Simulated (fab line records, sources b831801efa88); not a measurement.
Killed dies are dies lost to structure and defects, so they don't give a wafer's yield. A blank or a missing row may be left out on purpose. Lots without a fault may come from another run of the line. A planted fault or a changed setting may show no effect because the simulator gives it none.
Split-lot experiment | flow gf180mcu | 5 lots, 23 wafers read, on a route of 602 steps

THE SPLIT
At GF_M3_SPUTTER_03 (material Ti, target thk 10 nm, time 6.7 s), the setting power_w was moved away from the recipe's 3000 W on 8 of the 23 wafers read, by -6.0% to +7.1%. The other wafers ran this setting at the recipe's value.

The reading is taken at the split's own step.

THE READING
Ti_of_M3_SPUTTER_03.thk_nm (the simulator's own value, which no gauge read), in nm, at GF_M3_SPUTTER_03 (material Ti, target thk 10 nm, time 6.7 s). The file gives no usual value for it. The 15 wafers here that ran the recipe average 10.002 nm, standard deviation 0.15 nm.

wafer  | tool, chamber at the split | power_w as run, W | against the recipe | Ti_of_M3_SPUTTER_03.thk_nm, nm | against lot-mates on the recipe
L079.1 | pvd_sputter-02, -          | 2819              | -6.0%              | 9.429                          | -0.738
L079.2 | pvd_sputter-02, -          | 3000              | recipe             | 10.18                          | -
L079.4 | pvd_sputter-02, -          | 3000              | recipe             | 10.21                          | -
L079.5 | pvd_sputter-02, -          | 3000              | recipe             | 10.11                          | -
L079.6 | pvd_sputter-02, -          | 2819              | -6.0%              | 9.58                           | -0.587
L082.2 | pvd_sputter-02, -          | 3000              | recipe             | 9.977                          | -
L082.3 | pvd_sputter-02, -          | 3000              | recipe             | 9.76                           | -
L082.4 | pvd_sputter-02, -          | 3000              | recipe             | 9.822                          | -
L082.5 | pvd_sputter-02, -          | 3000              | recipe             | 9.958                          | -
L082.6 | pvd_sputter-02, -          | 3000              | recipe             | 9.904                          | -
L083.2 | pvd_sputter-01, -          | 3000              | recipe             | 10.21                          | -
L083.4 | pvd_sputter-01, -          | 3000              | recipe             | 10.16                          | -
L083.5 | pvd_sputter-01, -          | 3000              | recipe             | 10.17                          | -
L084.1 | pvd_sputter-02, -          | 2875              | -4.2%              | 9.506                          | -0.409
L084.2 | pvd_sputter-02, -          | 3000              | recipe             | 10.01                          | -
L084.3 | pvd_sputter-02, -          | 2875              | -4.2%              | 9.432                          | -0.483
L084.5 | pvd_sputter-02, -          | 3000              | recipe             | 9.821                          | -
L084.6 | pvd_sputter-02, -          | 2875              | -4.2%              | 9.494                          | -0.421
L085.1 | pvd_sputter-02, -          | 3000              | recipe             | 9.883                          | -
L085.2 | pvd_sputter-02, -          | 3000              | recipe             | 9.861                          | -
L085.3 | pvd_sputter-02, -          | 3214              | +7.1%              | 10.58                          | +0.708
L085.4 | pvd_sputter-02, -          | 3214              | +7.1%              | 10.62                          | +0.748
L085.6 | pvd_sputter-02, -          | 3214              | +7.1%              | 10.6                           | +0.728

THE FIT
A straight line over all 23 wafers: Ti_of_M3_SPUTTER_03.thk_nm changes by +0.0911 nm for each +1% of power_w; r = +0.92; the points scatter about the line by 0.14 nm.
The same after taking each lot's own level away (the mean of its wafers on the recipe; 23 wafers): +0.105 nm for each +1%; r = +0.99; scatter 0.06 nm.
On that fit, the largest move of power_w shifts the reading by 0.75 nm.
The lots' own levels span 9.8720 to 10.1800 nm, that is 2.0 times the standard deviation above.
So the lot-to-lot level changes the slope: the two fits differ.
Check: with one of the wafers moved furthest among these (+7.1%) left out of the fit, the line predicts +0.751 nm for it against its lot-mates. It came out at +0.708 nm against them.

OTHER SPLITS ON THESE WAFERS
These wafers also went through other splits before the reading. Each is held against what the fit with the lots' levels taken away leaves over:
other split on the same wafers | wafers away from the commonest value | r with Ti_of_M3_SPUTTER_03.thk_nm (lot level and that fit taken away)
GF_M1_EXPOSE_11 dose_mj        | 4                                    | +0.11
GF_V1_SPUTTER_21 time_s        | 7                                    | -0.09
GF_M2_EXPOSE_11 dose_mj        | 11                                   | -0.15

THE FILE'S OWN FIT
Ti_of_M3_SPUTTER_03.thk_nm changes by +0.105 nm for each +1% of power_w, r = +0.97.
